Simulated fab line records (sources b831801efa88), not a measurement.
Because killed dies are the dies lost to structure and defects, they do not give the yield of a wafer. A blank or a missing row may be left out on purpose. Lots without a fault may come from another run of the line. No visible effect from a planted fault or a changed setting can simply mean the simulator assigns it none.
Chamber matching + flow sky130 + 4 sister chambers for SKY_VIA1_ETCH_15 on rieDiel-02
The step etches SiO2 in C4F8/O2/Ar, stops on TiN, target depth 351 nm, time 54 s. 8 wafers are shown with their chamber, then 12 later ones without.

WAFERS WITH THEIR CHAMBER
| wafer  | chamber | oesProductAu (a.u.) | biasW (W) |
|--------|---------|---------------------|-----------|
| L085.2 | 3       | 0.975               | 1201      |
| L086.3 | 0       | 0.984               | 1202      |
| L088.1 | 1       | 0.983               | 1205      |
| L088.2 | 3       | 0.978               | 1194      |
| L088.3 | 2       | 0.985               | 1188      |
| L089.2 | 1       | 0.969               | 1200      |
| L089.4 | 0       | 0.988               | 1192      |
| L089.6 | 2       | 0.979               | 1201      |

WAFERS WHOSE CHAMBER IS MISSING
| wafer  | oesProductAu (a.u.) | biasW (W) |
|--------|---------------------|-----------|
| L090.1 | 0.981               | 1204      |
| L090.5 | 0.978               | 1195      |
| L090.6 | 0.986               | 1196      |
| L092.1 | 0.980               | 1200      |
| L092.3 | 0.962               | 1204      |
| L092.4 | 0.975               | 1199      |
| L097.1 | 0.983               | 1207      |
| L097.3 | 0.978               | 1199      |
| L097.5 | 0.974               | 1199      |
| L096.3 | 0.973               | 1205      |
| L096.4 | 0.984               | 1200      |
| L096.5 | 0.982               | 1197      |

THE CHAMBER EACH PASSED THROUGH
| wafer  | from the rows above               | in truth |
|--------|-----------------------------------|----------|
| L090.1 | can't be placed: 1 or 3 or 0 or 2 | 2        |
| L090.5 | can't be placed: 3 or 2 or 1 or 0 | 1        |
| L090.6 | can't be placed: 0 or 2 or 3 or 1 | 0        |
| L092.1 | can't be placed: 3 or 1 or 2 or 0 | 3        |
| L092.3 | can't be placed: 1 or 3 or 2 or 0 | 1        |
| L092.4 | can't be placed: 3 or 1 or 2 or 0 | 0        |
| L097.1 | can't be placed: 1 or 0 or 3 or 2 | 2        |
| L097.3 | can't be placed: 3 or 1 or 2 or 0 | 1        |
| L097.5 | can't be placed: 3 or 1 or 2 or 0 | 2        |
| L096.3 | can't be placed: 1 or 3 or 2 or 0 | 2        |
| L096.4 | can't be placed: 0 or 2 or 3 or 1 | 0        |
| L096.5 | can't be placed: 2 or 0 or 3 or 1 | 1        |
Correct placement for 0 of the 12. Not placeable from these rows: 12 (in 12, the candidates include the true chamber). Placed wrongly: 0.
How it was worked out, from the rows above alone: a wafer's distance from a chamber is the root of the sum, over the readings, of the square of ((its reading less the chamber's mean) divided by the reading's scatter). The wafer belongs to the nearest chamber; if the next one is less than 2 further off, it can't be placed. A chamber's mean is the mean of its shown wafers. The scatter: the root of (the sum of the squares of (reading less its chamber's mean) over the shown wafers, divided by (wafers less chambers)).
